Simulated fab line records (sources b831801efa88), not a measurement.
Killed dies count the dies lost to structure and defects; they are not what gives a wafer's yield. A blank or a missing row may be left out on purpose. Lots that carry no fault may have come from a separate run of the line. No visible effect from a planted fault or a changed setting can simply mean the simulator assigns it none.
Chamber matching + flow gf180mcu + GF_V3_CMP_26 on cmp-02 has 4 sister chambers
The step polishes, stops on SiO2, t overpolish 15 s, target thk 0 nm. 14 wafers are shown with their chamber, then 6 later ones without.

== EACH WAFER AND ITS CHAMBER ==
| wafer  | chamber | motor current A (A) | time to endpoint s (s) | slurry flow ml min |
|--------|---------|---------------------|------------------------|--------------------|
| L349.2 | 0       | 13.1                | 83                     | 150.3              |
| L349.5 | 2       | 10.8                | 83                     | 150.3              |
| L349.6 | 3       | 10.2                | 85                     | 149.8              |
| L353.4 | 3       | 10.7                | 87                     | 150.0              |
| L353.5 | 0       | 13.0                | 88                     | 150.0              |
| L362.1 | 0       | 12.9                | 87                     | 149.9              |
| L362.2 | 2       | 10.7                | 84                     | 149.3              |
| L362.5 | 1       | 10.5                | 97                     | 149.6              |
| L365.2 | 0       | 12.9                | 75                     | 150.0              |
| L365.3 | 1       | 10.1                | 88                     | 150.4              |
| L365.6 | 3       | 10.4                | 74                     | 149.6              |
| L366.1 | 0       | 12.2                | 85                     | 149.7              |
| L366.3 | 1       | 10.2                | 91                     | 150.2              |
| L366.4 | 3       | 11.3                | 80                     | 150.2              |

SIGNATURES (means of the wafers above)
| reading            | chamber 0 | chamber 1 | chamber 2 | chamber 3 | scatter within a chamber |
|--------------------|-----------|-----------|-----------|-----------|--------------------------|
| motor current A    | 12.820    | 10.267    | 10.750    | 10.650    | 0.359                    |
| time to endpoint s | 83.60     | 92.00     | 83.50     | 81.50     | 5.01                     |
| slurry flow ml min | 149.980   | 150.067   | 149.800   | 149.900   | 0.351                    |
Rule: a wafer's distance from a chamber is the root of the sum, over the readings, of the square of ((its reading less the chamber's mean) divided by the reading's scatter). The wafer belongs to the nearest chamber; if the next one is less than 2 further off, it can't be placed. The scatter: take each reading less its chamber's mean, square it, sum over the shown wafers, divide by the number of wafers less the number of chambers, and take the root.

== WAFERS WHOSE CHAMBER IS MISSING ==
| wafer  | motor current A (A) | time to endpoint s (s) | slurry flow ml min |
|--------|---------------------|------------------------|--------------------|
| L370.2 | 12.7                | 79                     | 149.4              |
| L370.4 | 10.8                | 77                     | 150.3              |
| L370.6 | 10.2                | 80                     | 150.0              |
| L371.3 | 9.7                 | 103                    | 150.5              |
| L371.5 | 11.4                | 86                     | 150.0              |
| L371.6 | 10.4                | 85                     | 149.6              |

== EACH ONE'S CHAMBER ==
| wafer  | from the rows above          | in truth |
|--------|------------------------------|----------|
| L370.2 | 0                            | 0        |
| L370.4 | can't be placed: 3 or 2 or 1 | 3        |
| L370.6 | can't be placed: 3 or 2 or 1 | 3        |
| L371.3 | 1                            | 1        |
| L371.5 | can't be placed: 2 or 3 or 1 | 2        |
| L371.6 | can't be placed: 2 or 3 or 1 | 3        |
Correct placement for 2 of the 6. From these rows, 4 cannot be placed; in 4 the true chamber is one of the candidates. 0 placed wrongly.
